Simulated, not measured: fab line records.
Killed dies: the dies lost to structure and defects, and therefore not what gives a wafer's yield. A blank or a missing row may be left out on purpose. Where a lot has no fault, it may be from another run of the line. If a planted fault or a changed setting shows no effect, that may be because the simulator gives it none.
Which tool is to blame?    flow gf180mcu    Sampling: 12 lots, 36 wafers, 3 of 602 route steps

== WHAT THE GAUGES READ, wafer by wafer ==
GF_STI_BOW_MEAS_00.
lot   measured     on             INCOMING_BOW (um)
L800  day 1 10:01  film metro-03  -9 1 -4
L803  day 2 01:00  film metro-02  13 8 -4
L804  day 2 06:02  film metro-04  -7 7 5
L805  day 2 11:00  film metro-02  4 -5 -5
L806  day 2 16:00  film metro-03  4 6 -5
L807  day 2 21:01  film metro-04  1 18 6
L808  day 3 02:00  film metro-04  4 -5 -1
L810  day 3 12:01  film metro-04  -2 0 -9
L814  day 4 08:00  film metro-04  -10 -1 1
L816  day 4 18:02  film metro-04  -7 3 -13
L820  day 5 14:00  film metro-04  -4 12 -13
L822  day 6 00:00  film metro-04  1 -5 -5

GF_POLY_GATE_THK_MEAS_17.
lot   measured      on             POLY_GATE_OXIDATION_THK (nm)
L800  day 9 06:58   film metro-03  4.14 4.11 4.09
L803  day 10 03:01  film metro-04  3.97 3.92 4.04
L804  day 10 10:48  film metro-01  4.10 4.10 4.20
L805  day 10 14:23  film metro-04  3.96 4.03 3.90
L806  day 11 01:10  film metro-01  4.11 4.11 4.08
L807  day 11 07:19  film metro-04  4.03 4.05 4.11
L808  day 11 14:48  film metro-01  3.98 3.96 3.93
L810  day 12 09:02  film metro-03  4.03 4.02 3.97
L814  day 13 15:57  film metro-04  5.93 5.83 5.87
L816  day 14 05:59  film metro-04  5.93 5.90 5.94
L820  day 15 06:46  film metro-03  4.08 4.05 4.09
L822  day 15 23:13  film metro-04  3.92 4.00 3.98

== TOOL THAT RAN EACH LOT (tool first, then ch and the chambers of the sampled wafers, then the start) ==
lot   GF_POLY_GATE_OXIDATION_16
L800  furnace-02 ch 0, day 9 05:43
L803  furnace-02 ch 0, day 10 01:46
L804  furnace-01 ch 0, day 10 09:32
L805  furnace-02 ch 0, day 10 13:08
L806  furnace-02 ch 0, day 10 23:55
L807  furnace-01 ch 0, day 11 06:04
L808  furnace-01 ch 0, day 11 13:33
L810  furnace-01 ch 0, day 12 07:46
L814  furnace-01 ch 0, day 13 14:42
L816  furnace-01 ch 0, day 14 04:43
L820  furnace-02 ch 0, day 15 05:31
L822  furnace-02 ch 0, day 15 21:58
- GF_POLY_GATE_OXIDATION_16: stabilise 600 s, purge 300 s, target thk 4 nm.

== WHAT THE TOOLS THEMSELVES READ (means of the sampled wafers that have a number; where no wafer has one, the mark that the record gives instead) ==
GF_POLY_GATE_OXIDATION_16.
lot   tool        spike tc bottom C (C)  spike tc centre C (C)  spike tc lower C (C)  spike tc top C (C)  spike tc upper C (C)  tube center temp C (C)  tube_center_temp_C_max  zone power top pct (%)  zone power upper pct (%)
L800  furnace-02  863                    850.8                  851.5                 864.2               849.3                 850.05                  852.5                   30.1                    13.1
L803  furnace-02  865                    850.9                  850.5                 863.8               848.2                 850.00                  852.5                   30.1                    13.2
L804  furnace-01  871                    850.9                  849.1                 860.9               849.7                 850.06                  852.7                   32.1                    16.3
L805  furnace-02  864                    850.7                  850.4                 863.9               848.8                 849.92                  852.0                   30.0                    13.0
L806  furnace-02  864                    850.1                  850.7                 863.2               848.8                 850.02                  852.0                   29.9                    13.1
L807  furnace-01  871                    850.9                  850.0                 859.7               849.4                 849.97                  852.2                   32.1                    16.4
L808  furnace-01  870                    850.1                  849.4                 860.2               848.5                 850.02                  852.0                   31.7                    16.5
L810  furnace-01  873                    850.5                  850.7                 859.6               850.4                 850.02                  852.2                   32.3                    16.4
L814  furnace-01  902                    882.1                  881.0                 891.0               882.3                 881.83                  883.8                   34.0                    17.7
L816  furnace-01  902                    882.1                  882.5                 891.3               881.5                 881.84                  883.8                   34.5                    17.5
L820  furnace-02  864                    850.3                  850.5                 863.5               848.6                 850.00                  852.1                   29.5                    13.1
L822  furnace-02  865                    851.1                  850.3                 863.5               848.2                 849.96                  852.2                   29.9                    13.2

== THE ANSWER, worked out from the rows above alone ==
Rule: the lots themselves supply what counts as usual. Put in order of their means at a reading, lots are off if they are a third of the lots or fewer, leave a main group of 4 or more, and stand apart from it by a gap of 3 or more times the standard deviation of the main group's means; of several such gaps the widest counts. A main group whose means are all the same, to the digits that the tables above print for the reading, isn't used. A lot without any number at a reading at which 4 lots or more have one is off too. Where the step has rows for the other lots, those lots are counted as sound. Order of review: gauges by route order, followed by the tools' own readings, for which a lot's mean as printed above is used. The first step at which some lot is off is used, and at that step the reading that is off furthest; a lot without a number counts as furthest.
Off: L814, L816, seen at GF_POLY_GATE_THK_MEAS_17 (POLY_GATE_OXIDATION_THK). For the main group the mean is 4.04 nm and the standard deviation 0.065.
A tool fits if, at a process step before that reading, it ran every lot that is off, and no sound lot after the first of them. The gauges at GF_POLY_GATE_THK_MEAS_17 aren't tried: what is off there is off at GF_POLY_GATE_OXIDATION_16 too, on other tools, and a gauge's error can't cause that. One fits: GF_POLY_GATE_OXIDATION_16 on furnace-01. A fault onset in the window from L810 (day 12 07:46, its last sound lot) to L814 (day 13 14:42, its first lot off) fits.
The tool's own readings at GF_POLY_GATE_OXIDATION_16 bear it out: on the lots that are off they differ by more than 5 times the standard deviation of the sound lots' means. spike tc bottom C reads 902 C there against 867 C on the sound lots; spike tc centre C reads 882.1 C there against 850.6 C on the sound lots; spike tc lower C reads 881.8 C there against 850.3 C on the sound lots; spike tc top C reads 891.1 C there against 862.2 C on the sound lots; spike tc upper C reads 881.9 C there against 849.0 C on the sound lots; tube center temp C reads 881.84 C there against 850.00 C on the sound lots; tube_center_temp_C_max reads 883.8 there against 852.2 on the sound lots.

== WHAT THE SIMULATOR HAD PUT IN ==
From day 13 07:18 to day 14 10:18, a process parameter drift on furnace-01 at GF_POLY_GATE_OXIDATION_16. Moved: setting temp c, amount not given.
Lots struck among those shown: L814, L816. The rule above reached the same finding.
